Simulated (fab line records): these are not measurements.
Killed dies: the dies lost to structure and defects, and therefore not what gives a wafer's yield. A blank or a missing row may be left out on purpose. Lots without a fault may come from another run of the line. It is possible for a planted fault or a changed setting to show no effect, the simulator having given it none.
fab line records | flow sky130
record: lots: 4 | wafers: 12 | last-day: 50
route steps=708 shown GATE_OXIDE@192 POLY_GATE@204 RES_PROTECT@206 PAD_OPEN@708
lots with no fault: from the same line, run without faults
start-h: hours from the record's opening day to when the first of the lot's shown wafers began | wait-h: hours elapsed since this lot's preceding step | " the same as in the row above | L1.1+2: a single row standing in for several wafers | - value missing, or start not given | * or withheld: withheld | < > ~ a bound
route shown NAME@n: NAME is a module with steps in the file, n the number in the route of the first one | usual: average and standard deviation across the fault-free wafers | same: alike in all rows | chamber/n: place in a boat | sites: per-site readings | _std_site: how widely they spread, as a standard deviation | _edge_site: inner sites' mean taken away from outer sites' mean | radius-mm: how far each site lies from the wafer's centre | mask NAME#n: copy n | behind: the most recent tool/chamber to have shaped the wafer | hold: the reason the lot was held/the length of the hold in hours/how it ended | device: whichever transistor did not switch (one of n, p or np) | end of line: tests of these same wafers at the route's end | a step without rows: its recipe alone | killed: not the wafer's yield, but the dies lost to structure and defects at the first sort | map: per-die view of a wafer (x killed, . not killed, _ where there is no die)
set.NAME: the setting as run; set.NAME@STEP: as run at that earlier step | model.NAME: the simulator's own value behind a step, which no gauge read
a table for each step, a row for each wafer; lots at some steps of the route
services: the hour from which a tool's chamber was out of use, counted from the record's first day as start-h (under 0 if before that day), plus the number of hours and why
== steps ==
step: SKY_GATE_OXIDE_COAT_05
recipe: resist: NOVOLAK | spin-rpm: 3000 | resist-thk-nm: 1140
step: SKY_GATE_OXIDE_SOFTBAKE_06
recipe: temp-c: 90 | time-s: 60 | resist: NOVOLAK
step: SKY_GATE_OXIDE_EXPOSE_07
recipe: mask-id: LVOM | na: 0.6 | source-shape: conventional | sigma-outer: 0.6 | polarization: unpolarized | target-cd-nm: 600 | dose-mj: 170
step: SKY_GATE_OXIDE_PEB_08
recipe: temp-c: withheld | time-s: * | resist: NOVOLAK
step: SKY_GATE_OXIDE_DEVELOP_09
recipe: resist: NOVOLAK | developer: TMAH | develop-time-s: 58.9 | dev-temp-c: 23
step: SKY_GATE_OXIDE_IMPLANT_11
recipe: species: B | energy-kev: 10 | dose-cm2: 2.6e+12 | tilt-deg: withheld
step: SKY_GATE_OXIDE_WET_ETCH_12
recipe: chemistry: dHF | target-depth-nm: 16.8 | dry: n2-spin | target: SiO2 | dilution: 100:1 | temp-c: 25 | time-s: 336
step: SKY_GATE_OXIDE_STRIP_13
recipe: chemistry: O2/N2 | power-w: 1400 | pressure-mtorr: 1500 | platen-temp-c: withheld | o2-flow-sccm: 3000 | n2-flow-sccm: 300 | overash-fraction: 0.5
step: SKY_GATE_OXIDE_CLEAN_15
recipe: chemistry: SC1/SC2 | mix: 1:4:20 | temp-c: 70 | time-s: 150 | dry: n2-spin
step: SKY_GATE_OXIDE_OXIDATION_16
recipe: temp-c: 800 | ambient: O2 | idle-temp-c: 700 | ramp-up-c-per-min: 10 | ramp-down-c-per-min: 3 | stabilise-s: 600 | purge-s: 300 | target-thk-a: 35.7 | ox-time-s: 1915
step: SKY_POLY_GATE_CVD_00
recipe: material: poly-Si | target-thk-nm: 180 | temp-c: 620 | time-s: 720 | pressure-mtorr: 200
usual: spike-tc-lower-C: 620.0/1.1 | zone-power-top-pct: 16.89/0.2 | zone-power-upper-pct: 8.8/0.64
lot.wafer | tool     | chamber | start-h | wait-h | spike-tc-lower-C | zone-power-top-pct | zone-power-upper-pct | model.poly-Si_of_POLY_GATE_CVD_00.thk-nm
L451.1    | lpcvd-01 | 0       | 348.21  | 0.0    | 619.8            | 16.57              | 9.2                  | 178.6
L451.2    | "        | 0       | "       | "      | 618.8            | 16.73              | 9.4                  | 180.5
L451.5    | "        | 0       | "       | "      | 618.9            | 17.07              | 9.4                  | 179
L460.3    | lpcvd-01 | 0       | 426.77  | 0.0    | 619.9            | 16.64              | 9.4                  | 107
L460.4    | "        | 0       | "       | "      | 620.1            | 16.71              | 9.3                  | 108
L460.6    | "        | 0       | "       | "      | 619.4            | 16.92              | 9.3                  | 108.2
L461.4    | lpcvd-01 | 1       | 432.62  | 0.0    | 620.1            | 17.03              | 8.0                  | 108.6
L461.5    | "        | 1       | "       | "      | 621.6            | 17.01              | 8.0                  | 108.8
L461.6    | "        | 1       | "       | "      | 619.8            | 17.12              | 8.0                  | 109.5
L469.1    | lpcvd-01 | 0       | 497.35  | 0.0    | 618.2            | 16.56              | 9.3                  | 183.4
L469.3    | "        | 0       | "       | "      | 619.3            | 16.90              | 9.4                  | 183.5
L469.5    | "        | 0       | "       | "      | 619.9            | 16.70              | 9.4                  | 183.9
step: SKY_POLY_GATE_THK_MEAS_01
recipe: reads: poly-Si_of_POLY_GATE_CVD_00
usual: POLY_GATE_CVD_00_THK: 179.9/1.9
lot.wafer | tool          | chamber | start-h | wait-h | POLY_GATE_CVD_00_THK[nm]
L451.1    | film-metro-04 | -       | 349.41  | 0.0    | 178.7
L451.2    | "             | -       | "       | "      | 180.6
L451.5    | "             | -       | "       | "      | 178.9
L460.3    | film-metro-02 | -       | 427.99  | 0.0    | 106.9
L460.4    | "             | -       | "       | "      | 108.1
L460.6    | "             | -       | "       | "      | 108.2
L461.4    | film-metro-01 | -       | 433.85  | 0.0    | 108.6
L461.5    | "             | -       | "       | "      | 108.7
L461.6    | "             | -       | "       | "      | 109.6
L469.1    | film-metro-02 | -       | 498.55  | 0.0    | 183.5
L469.3    | "             | -       | "       | "      | 183.5
L469.5    | "             | -       | "       | "      | 183.9
step: SKY_RES_PROTECT_DEHYDRATE_00
recipe: temp-c: 200 | time-s: 60
step: SKY_RES_PROTECT_HMDS_01
recipe: prime-time-s: 60 | prime-temp-c: 120
step: SKY_RES_PROTECT_COAT_02
recipe: resist: NOVOLAK | spin-rpm: 3000 | resist-thk-nm: 1140
step: SKY_RES_PROTECT_SOFTBAKE_03
recipe: temp-c: 90 | time-s: 60 | resist: NOVOLAK
step: SKY_RES_PROTECT_EXPOSE_04
recipe: mask-id: RPM | na: 0.6 | source-shape: conventional | sigma-outer: 0.6 | polarization: unpolarized | target-cd-nm: 1270 | dose-mj: 131
step: SKY_RES_PROTECT_PEB_05
recipe: temp-c: withheld | time-s: * | resist: NOVOLAK
step: SKY_RES_PROTECT_DEVELOP_06
recipe: resist: NOVOLAK | developer: TMAH | develop-time-s: 60 | dev-temp-c: 23
step: SKY_POLY_GATE_IMPLANT_02
recipe: species: P | energy-kev: 30 | dose-cm2: 7.7e+15 | tilt-deg: 0
step: SKY_RES_PROTECT_STRIP_07
recipe: chemistry: O2/N2 | power-w: 1400 | pressure-mtorr: 1500 | platen-temp-c: withheld | o2-flow-sccm: 3000 | n2-flow-sccm: 300 | overash-fraction: 0.5
step: SKY_RES_PROTECT_CLEAN_09
recipe: chemistry: SC1/SC2 | mix: 1:4:20 | temp-c: 70 | time-s: 150 | dry: n2-spin
lot.wafer | tool         | chamber | start-h | wait-h | model.poly-Si_of_POLY_GATE_CVD_00.thk-nm
L451.1    | wet-bench-02 | 3       | 377.20  | 0.1    | 178
L451.2    | "            | 3       | "       | "      | 179.9
L451.5    | "            | 3       | "       | "      | 178.4
L460.3    | wet-bench-04 | 0       | 457.79  | 0.0    | 106.4
L460.4    | "            | 0       | "       | "      | 107.4
L460.6    | "            | 0       | "       | "      | 107.6
L461.4    | wet-bench-01 | 3       | 463.90  | 0.0    | 107.9
L461.5    | "            | 3       | "       | "      | 108.1
L461.6    | "            | 3       | "       | "      | 108.9
L469.1+3  | wet-bench-04 | 0       | 529.08  | 0.1    | 182.8
L469.5    | "            | 0       | "       | "      | 183.3
step: SKY_POLY_GATE_CVD_03
recipe: material: Si3N4 | precursor: DCS/NH3 | target-thk-nm: 75 | temp-c: 770 | time-s: 1290 | pressure-mtorr: 250
step: SKY_POLY_GATE_DEHYDRATE_05
recipe: temp-c: 200 | time-s: 60
step: SKY_POLY_GATE_HMDS_06
recipe: prime-time-s: 60 | prime-temp-c: 120
step: SKY_POLY_GATE_COAT_07
recipe: resist: BARC | temp-c: withheld | time-s: withheld | spin-rpm: 3000 | resist-thk-nm: 110
step: SKY_POLY_GATE_COAT_08
recipe: resist: KrF-thick | spin-rpm: 3000 | resist-thk-nm: 450
step: SKY_POLY_GATE_SOFTBAKE_09
recipe: temp-c: 100 | time-s: 90 | resist: KrF-thick
step: SKY_POLY_GATE_EXPOSE_10
recipe: mask-id: P1M | na: 0.68 | source-shape: conventional | sigma-outer: 0.6 | target-cd-nm: 150 | dose-mj: 28
step: SKY_POLY_GATE_PEB_11
recipe: peb-temp-c: withheld | peb-time-s: withheld | resist: KrF-thick
step: SKY_POLY_GATE_DEVELOP_12
recipe: develop-time-s: 60 | resist: KrF-thick | dev-temp-c: 19.81
step: SKY_POLY_GATE_ETCH_15
recipe: chemistry: N2/H2 | target: BARC | ion-energy-ev: 200 | source-w: 500 | bias-w: 100 | pressure-mtorr: 30 | n2-flow-sccm: 100 | h2-flow-sccm: 200 | stop-on: SiO2 | time-s: 118.5 | target-depth-a: 1100
step: SKY_POLY_GATE_ETCH_16
recipe: stop-on: poly-Si | chemistry: CH3F/O2 | target: Si3N4 | source-w: 400 | bias-w: 80 | pressure-mtorr: 25 | ch3f-flow-sccm: 40 | O2_flow_sccm: 30 | time-s: 147.5 | target-depth-a: 750
step: SKY_POLY_GATE_ETCH_17
recipe: target-depth-nm: 180 | stop-on: SiO2 | over-etch-frac: 0.56667 | chemistry: HBr/Cl2 | target: poly-Si | icp-w: 400 | bias-w: 100 | pressure-mtorr: 10 | HBr_flow_sccm: 150 | Cl2_flow_sccm: 50 | time-s: 70.5
usual: bias-w: 99.98/0.29 | drypump-motor-current-A: 5.7/0.51 | oes-product-au: 0.985/0.0081 | throttle-valve-pct: 33.684/0.0097
lot.wafer | tool      | chamber | start-h | wait-h | bias-w | drypump-motor-current-A | oes-product-au | rf-hours-counter-h | throttle-valve-pct | model.etch.depth-nm | model.POLY_GATE.feature-depth-nm
L451.1    | rie-si-01 | 1       | 408.29  | 0.0    | 100.15 | 5.8                     | 0.978          | 14                 | 33.696             | 178                 | 178
L451.2    | "         | 3       | "       | "      | 99.26  | 5.9                     | 0.991          | 7                  | 33.689             | 179.9               | 179.9
L451.5    | "         | 1       | "       | "      | 99.53  | 5.8                     | 0.978          | -                  | 33.682             | 177                 | 177
L460.3    | rie-si-01 | 1       | 490.49  | 0.0    | 100.01 | 5.8                     | 0.700          | 14                 | 33.673             | 106.4               | 106.4
L460.4    | "         | 0       | "       | "      | 99.80  | 5.2                     | 0.709          | 1                  | 33.679             | 107.4               | 107.4
L460.6    | "         | 2       | "       | "      | 99.97  | 5.0                     | 0.709          | -                  | 33.694             | 107.6               | 107.6
L461.4    | rie-si-02 | 1       | 496.02  | 0.0    | 99.87  | 6.2                     | 0.710          | 1                  | 33.681             | 107.9               | 107.9
L461.5    | "         | 1       | "       | "      | 100.00 | 6.2                     | 0.708          | -                  | 33.687             | 108.1               | 108.1
L461.6    | "         | 2       | "       | "      | 100.08 | 5.5                     | 0.713          | -                  | 33.666             | 108.9               | 108.9
L469.1    | rie-si-02 | 3       | 560.92  | 0.0    | 99.92  | 6.6                     | 0.988          | 4                  | 33.667             | 180.4               | 180.4
L469.3    | "         | 0       | "       | "      | 100.36 | 5.4                     | 0.990          | 1                  | 33.707             | 178.9               | 178.9
L469.5    | "         | 1       | "       | "      | 99.88  | 6.2                     | 1.006          | -                  | 33.682             | 183.3               | 183.3
step: SKY_POLY_GATE_STRIP_18
recipe: chemistry: O2/N2 | power-w: 1400 | pressure-mtorr: 1500 | platen-temp-c: withheld | o2-flow-sccm: 3000 | n2-flow-sccm: 300 | overash-fraction: 0.5
step: SKY_PAD_OPEN_PROBE_99
usual: killed_at_M0_to_M3: 45/7.1 | killed_at_M4_up: 3.0/1.8 | killed-at-contacts: 24/5.4 | killed-at-front-end: 16/4.9 | killed-at-other: 0.3/0.63 | killed-dies: 88/11 | killed-open: 47/7.4 | killed-short: 40/7
same: gross-dies: 492 | killed-at-back-side: 0
lot.wafer | tool      | chamber | start-h | wait-h | killed_at_M0_to_M3 | killed_at_M4_up | killed-at-contacts | killed-at-front-end | killed-at-other | killed-dies | killed-open | killed-short | model.etest.res-xhigh-po.line-ohm-um | model.etest.pfet_01v8.r-on-ohm-um | model.etest.tip-p.rs-ohm-sq | model.etest.res-high-po.line-ohm-um | model.etest.res-poly.line-ohm-um | model.etest.res-xhigh-po.rs-ohm-sq | model.etest.tip-sonos.rs-ohm-sq | model.etest.res-pwde-under-gate.rs-ohm-sq
L451.1    | prober-01 | -       | 1100.90 | 0.1    | 59                 | 1               | 33                 | 20                  | 0               | 113         | 58          | 55           | 5579                                 | 2994                              | 6995                        | 722.9                               | 492                              | 1940                               | 2632                            | 6207
L451.2    | prober-01 | -       | 1100.95 | 0.1    | 46                 | 4               | 29                 | 23                  | 0               | 102         | 49          | 52           | 5809                                 | 2951                              | 6975                        | 746.4                               | 512.2                            | 2045                               | 2621                            | 6163
L451.5    | prober-01 | -       | 1101.10 | 0.2    | 38                 | 2               | 26                 | 27                  | 1               | 94          | 46          | 47           | 5946                                 | 2997                              | 6980                        | 754.1                               | 515.6                            | 2076                               | 2669                            | 6142
L460.3    | prober-02 | -       | 1155.10 | 0.2    | 43                 | 3               | 18                 | 14                  | 0               | 78          | 47          | 31           | 4912                                 | 3739                              | 7527                        | 1047                                | 772.9                            | 1718                               | 2404                            | 6382
L460.4    | prober-02 | -       | 1155.15 | 0.2    | 30                 | 2               | 19                 | 20                  | 1               | 72          | 32          | 40           | 5072                                 | 3492                              | 7378                        | 1068                                | 802.3                            | 1762                               | 2424                            | 6367
L460.6    | prober-02 | -       | 1155.25 | 0.2    | 57                 | 0               | 15                 | 17                  | 0               | 89          | 38          | 51           | 5106                                 | 3494                              | 7440                        | 1093                                | 784.7                            | 1812                               | 2433                            | 6298
L461.4    | prober-01 | -       | 1156.27 | 0.2    | 41                 | 2               | 15                 | 14                  | 0               | 72          | 40          | 32           | 5361                                 | 3489                              | 7466                        | 1114                                | 824.7                            | 1876                               | 2388                            | 6316
L461.5    | prober-01 | -       | 1156.32 | 0.2    | 43                 | 3               | 20                 | 12                  | 0               | 78          | 38          | 40           | 4989                                 | 3497                              | 7474                        | 1066                                | 760.4                            | 1773                               | 2356                            | 6245
L461.6    | prober-01 | -       | 1156.37 | 0.2    | 41                 | 1               | 25                 | 14                  | 0               | 81          | 45          | 36           | 5264                                 | 3266                              | 7409                        | 1110                                | 820.2                            | 1831                               | 2383                            | 6260
L469.1    | prober-01 | -       | 1194.22 | 0.1    | 41                 | 2               | 23                 | 13                  | 0               | 79          | 37          | 42           | 6151                                 | 3036                              | 7216                        | 781.9                               | 532.4                            | 2156                               | 2753                            | 6193
L469.3    | prober-01 | -       | 1194.32 | 0.2    | 26                 | 3               | 28                 | 17                  | 0               | 74          | 38          | 36           | 5993                                 | 3014                              | 7181                        | 759.3                               | 521                              | 2122                               | 2738                            | 6254
L469.5    | prober-01 | -       | 1194.42 | 0.2    | 51                 | 1               | 22                 | 6                   | 1               | 81          | 48          | 33           | 6052                                 | 3002                              | 7189                        | 750.9                               | 524.9                            | 2080                               | 2716                            | 6153
killed by level:class
L451.1 VIA1:geometric-particle:open=12 LI_CONTACT:geometric-particle:open=11 CONTACT:geometric-particle:open=11 VIA1:geometric-particle:short=9 METAL2:geometric-particle:short=9 VIA2:geometric-particle:open=8 CONTACT:geometric-particle:short=7 FIELD_ISO:geometric-particle:open=5
L451.2 CONTACT:geometric-particle:open=13 METAL1:geometric-particle:short=7 VIA1:geometric-particle:open=7 FIELD_ISO:geometric-particle:open=6 LOCAL_INTERCONNECT:geometric-particle:short=6 VIA1:geometric-particle:short=6 VIA3:geometric-particle:open=6 POLY_GATE:geometric-particle:short=5
L451.5 FIELD_ISO:geometric-particle:short=9 CONTACT:geometric-particle:open=8 LI_CONTACT:geometric-particle:open=7 VIA1:geometric-particle:open=7 FIELD_ISO:geometric-particle:open=6 VIA1:geometric-particle:short=6 POLY_GATE:geometric-particle:open=5 VIA3:geometric-particle:open=5
L460.3 VIA1:geometric-particle:open=11 METAL1:geometric-particle:short=8 POLY_GATE:geometric-particle:open=7 CONTACT:geometric-particle:open=7 METAL2:geometric-particle:short=6 VIA2:geometric-particle:open=5 LOCAL_INTERCONNECT:geometric-particle:short=4 METAL1:geometric-particle:open=4
L460.4 CONTACT:geometric-particle:open=8 POLY_GATE:geometric-particle:short=6 METAL1:geometric-particle:short=6 FIELD_ISO:geometric-particle:open=5 FIELD_ISO:geometric-particle:short=5 VIA3:geometric-particle:short=5 METAL2:geometric-particle:short=5 VIA2:geometric-particle:open=5
L460.6 VIA1:geometric-particle:open=13 METAL1:geometric-particle:short=9 METAL2:geometric-particle:short=8 VIA1:geometric-particle:short=6 POLY_GATE:geometric-particle:short=5 LI_CONTACT:geometric-particle:short=5 VIA2:geometric-particle:open=5 FIELD_ISO:geometric-particle:open=4
L461.4 CONTACT:geometric-particle:open=8 VIA1:geometric-particle:open=8 VIA3:geometric-particle:open=7 FIELD_ISO:geometric-particle:short=6 METAL1:geometric-particle:short=6 METAL2:geometric-particle:short=5 VIA2:geometric-particle:short=4 FIELD_ISO:geometric-particle:open=3
L461.5 METAL1:geometric-particle:short=10 VIA3:geometric-particle:open=9 VIA1:geometric-particle:open=6 CONTACT:geometric-particle:open=6 FIELD_ISO:geometric-particle:short=5 LI_CONTACT:geometric-particle:open=5 LOCAL_INTERCONNECT:geometric-particle:short=4 VIA2:geometric-particle:open=4
L461.6 CONTACT:geometric-particle:open=11 VIA1:geometric-particle:open=11 VIA2:geometric-particle:open=6 POLY_GATE:geometric-particle:open=5 LI_CONTACT:geometric-particle:open=5 METAL2:geometric-particle:short=5 METAL1:geometric-particle:short=5 LI_CONTACT:geometric-particle:short=4
L469.1 CONTACT:geometric-particle:short=11 VIA2:geometric-particle:open=10 CONTACT:geometric-particle:open=8 METAL2:geometric-particle:short=6 VIA1:geometric-particle:open=5 FIELD_ISO:geometric-particle:short=4 VIA2:geometric-particle:short=4 VIA3:geometric-particle:short=4
L469.3 LI_CONTACT:geometric-particle:open=8 CONTACT:geometric-particle:short=7 FIELD_ISO:geometric-particle:short=6 VIA1:geometric-particle:open=6 VIA3:geometric-particle:open=6 LOCAL_INTERCONNECT:geometric-particle:short=5 CONTACT:geometric-particle:open=5 FIELD_ISO:geometric-particle:open=4
L469.5 CONTACT:geometric-particle:open=11 VIA3:geometric-particle:open=11 VIA1:geometric-particle:open=8 METAL2:geometric-particle:short=7 VIA2:geometric-particle:open=6 LI_CONTACT:geometric-particle:open=5 VIA2:geometric-particle:short=5 CONTACT:geometric-particle:short=4
== services ==
tool      | chamber | start-h | hours | kind
rie-si-02 | 3       | 367.03  | 3.0   | repair
rie-si-02 | 1       | 382.06  | 1.9   | repair
rie-si-02 | 1       | 383.97  | -     | clean
rie-si-02 | 1       | 383.97  | 31.2  | scheduled-down
rie-si-02 | 1       | 383.97  | 31.2  | vent-cycle
rie-si-01 | 2       | 403.40  | 2.8   | repair
rie-si-01 | 2       | 407.00  | 2.7   | repair
rie-si-02 | 0       | 415.82  | -     | clean
rie-si-02 | 0       | 415.82  | 14.8  | scheduled-down
rie-si-02 | 0       | 415.82  | 14.8  | vent-cycle
lpcvd-01  | -       | 439.53  | 2.8   | pm
lpcvd-01  | -       | 476.49  | 6.0   | pm
rie-si-02 | -       | 477.50  | 14.1  | repair
rie-si-02 | -       | 551.77  | 2.8   | pm
== key ==
first-sign: step: SKY_POLY_GATE_THK_MEAS_01 | reading: POLY_GATE_CVD_00_THK | direction: down | sigmas: 38 | usual: 179.9 | struck: 108.4
effect: step: SKY_POLY_GATE_ETCH_17 | reading: oes-product-au | direction: down | sigmas: 34 | usual: 0.985 | struck: 0.708
model-effect: step: SKY_POLY_GATE_CVD_00 | value: poly-Si_of_POLY_GATE_CVD_00.thk-nm | without: 180.4 | struck: 108.3
model-effect: step: SKY_RES_PROTECT_CLEAN_09 | value: poly-Si_of_POLY_GATE_CVD_00.thk-nm | without: 179.8 | struck: 107.7
model-effect: step: SKY_POLY_GATE_ETCH_17 | value: etch.depth-nm | without: 178.4 | struck: 107.7
model-effect: step: SKY_PAD_OPEN_PROBE_99 | value: etest.res-xhigh-po.line-ohm-um | without: 5710 | struck: 5117
met-at SKY_POLY_GATE_CVD_00
struck-wafers L460.3,L460.4,L460.6,L461.4,L461.5,L461.6
tester-left-out L460,L461
onset-between 348.21 426.77
fault: kind: process-parameter-drift | tool: lpcvd-01 | chamber: - | onset-h: 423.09 | steps: SKY_POLY_GATE_CVD_00 | channel: target-thk-nm | offset: -72.049 | shape: step | end-h: 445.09 | stated: 180
tester-left-out: of these lots the tester's yield and bins aren't shown, on N5 and GAA mostly nor the transistor test; their killed dies are dies lost to structure and defects alone, not to doping, threshold or leakage, so they don't give the yield
